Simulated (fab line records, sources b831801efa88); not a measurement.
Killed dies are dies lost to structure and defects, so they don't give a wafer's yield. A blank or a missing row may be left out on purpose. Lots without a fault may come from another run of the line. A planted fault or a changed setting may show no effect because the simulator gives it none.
A struck lot beside a sound one | flow sky130 | 17 steps out of a route of 708
Sound: wafers L534.2, L534.3, L534.5. Struck: wafers L538.1, L538.3, L538.4. The cause comes at the end.
At each step with rows: each side's tool, then ch and its chambers, then its first start. Under that, the readings that differ: sound wafers | struck wafers | difference of the means | sigmas: that difference in standard deviations of wafers without a fault.
alike: readings whose means differ by less than 2 such deviations, and words and numbers that are the same on both sides. not compared: withheld readings, readings that some wafer has no value for, bounds like >300 that may hide the same value, and numbers for which the record gives no deviation and whose values overlap.
The two part at a step that has a row with sigmas, a row that says differs or no value, or rows on one side only. Numbers that don't overlap but have no deviation are shown without sigmas and don't part them. A reading that every wafer of one side lacks parts them only if that side has two wafers or more.

first, 1 step without rows for these wafers: SKY_LDD_N_IMPLANT_15.
SKY_LDD_N_STRIP_16: strips in O2/N2.
  sound on plasma_asher-03 ch 0,1, day 17 22:28; struck on plasma_asher-03 ch 0,1, day 19 16:46
  alike: drypump_motor_current_A, oes_product_au, strip_time_to_endpoint_s
  not compared: rf_hours_counter_h
SKY_LDD_N_TW_MEAS_17:
  sound on film_metro-01, day 17 22:34; struck on film_metro-01, day 19 16:52
  alike: LDD_N_TW
then, 7 steps without rows for these wafers: SKY_LDD_P_DEHYDRATE_00 (time 60 s); SKY_LDD_P_HMDS_01 (prime time 60 s); SKY_LDD_P_COAT_02 (resist thk 1140 nm); SKY_LDD_P_SOFTBAKE_03 (time 60 s); SKY_LDD_P_EXPOSE_04 (exposes mask PSDM, target cd 380 nm); SKY_LDD_P_PEB_05; SKY_LDD_P_DEVELOP_06 (develop time 60 s).
SKY_LDD_P_CD_MEAS_07: target cd 380 nm.
  sound on cd_sem-02, day 19 04:20; struck on cd_sem-01, day 20 23:27
  alike: cd_nm
SKY_LDD_P_OVL_MEAS_08:
  sound on overlay-02, day 19 04:26; struck on overlay-01, day 20 23:34
  alike: LDD_P_OVL
SKY_LDD_P_IMPLANT_09:
  sound on implanter-02 ch 0, day 19 04:30; struck on implanter-01 ch 0, day 20 23:36
  reading                   | sound             | struck            | difference | sigmas
  implant_ion_amu           | 49 49 49          | 11 11 11          | -38        |
  model.implant.rp_nm (nm)  | 20.47 20.47 20.47 | 79.91 79.91 79.91 | +59.44     |
  model.implant.drp_nm (nm) | 11.41 11.41 11.41 | 35.62 35.62 35.62 | +24.21     |
  alike: end_station_pressure_torr
SKY_LDD_P_STRIP_10: strips in O2/N2.
  sound on plasma_asher-02 ch 0,1, day 19 04:37; struck on plasma_asher-03 ch 0,1, day 20 23:45
  alike: drypump_motor_current_A, oes_product_au, strip_time_to_endpoint_s
  not compared: rf_hours_counter_h
SKY_LDD_P_TW_MEAS_11:
  sound on film_metro-02, day 19 04:44; struck on film_metro-04, day 20 23:51
  reading  | sound       | struck      | difference | sigmas
  LDD_P_TW | 638 643 644 | 401 403 399 | -241       | -36
then, 1 step without rows for these wafers: SKY_LDD_HVN_DEHYDRATE_00 (time 60 s).
-- the record jumps here: 27 days lie between the struck wafers' starts before and after (it left off in module LDD_HVN and takes up again in module PAD_OPEN, whose first step shown is number 708 of the route) --
SKY_PAD_OPEN_PROBE_99:
  sound on prober-02, day 46 05:03; struck on prober-02, day 47 14:44
  reading                                | sound             | struck            | difference | sigmas
  model.etest.tip_p.rs_ohm_sq            | 7107 7118 7095    | 6436 6370 6372    | -714       |
  model.etest.pfet_g5v0d10v5.r_on_ohm_um | 4767 4804 4835    | 4695 4660 4674    | -126       |
  model.etest.pfet_01v8.drive_ua_um      | 179.8 185.4 186   | 204.1 218.2 208.7 | +26.6      |
  model.etest.pfet_01v8_lvt.drive_ua_um  | 171.3 173.7 171.3 | 185.4 191.8 188.4 | +16.4      |
  model.etest.pfet_g5v0d10v5.drive_ua_um | 340.6 336 333.7   | 346.6 344.3 347.9 | +9.5       |
  model.etest.pfet_01v8_hvt.drive_ua_um  | 130.7 138 136.9   | 144 153.2 147.9   | +13        |
  model.etest.pfet_01v8_mvt.drive_ua_um  | 139.1 143 142.6   | 155.3 162.2 157.7 | +16.8      |
  alike: killed_at_M0_to_M3, killed_at_M4_up, killed_at_contacts, killed_at_front_end, killed_at_other, killed_dies, killed_open, killed_short
  not compared: model.etest.pfet_01v8.r_on_ohm_um

WHERE THEY PART
Only at SKY_LDD_P_TW_MEAS_11, within this record. Later steps at which nothing parts them and some readings are alike: SKY_PAD_OPEN_PROBE_99.

WHY: what the simulator had put in
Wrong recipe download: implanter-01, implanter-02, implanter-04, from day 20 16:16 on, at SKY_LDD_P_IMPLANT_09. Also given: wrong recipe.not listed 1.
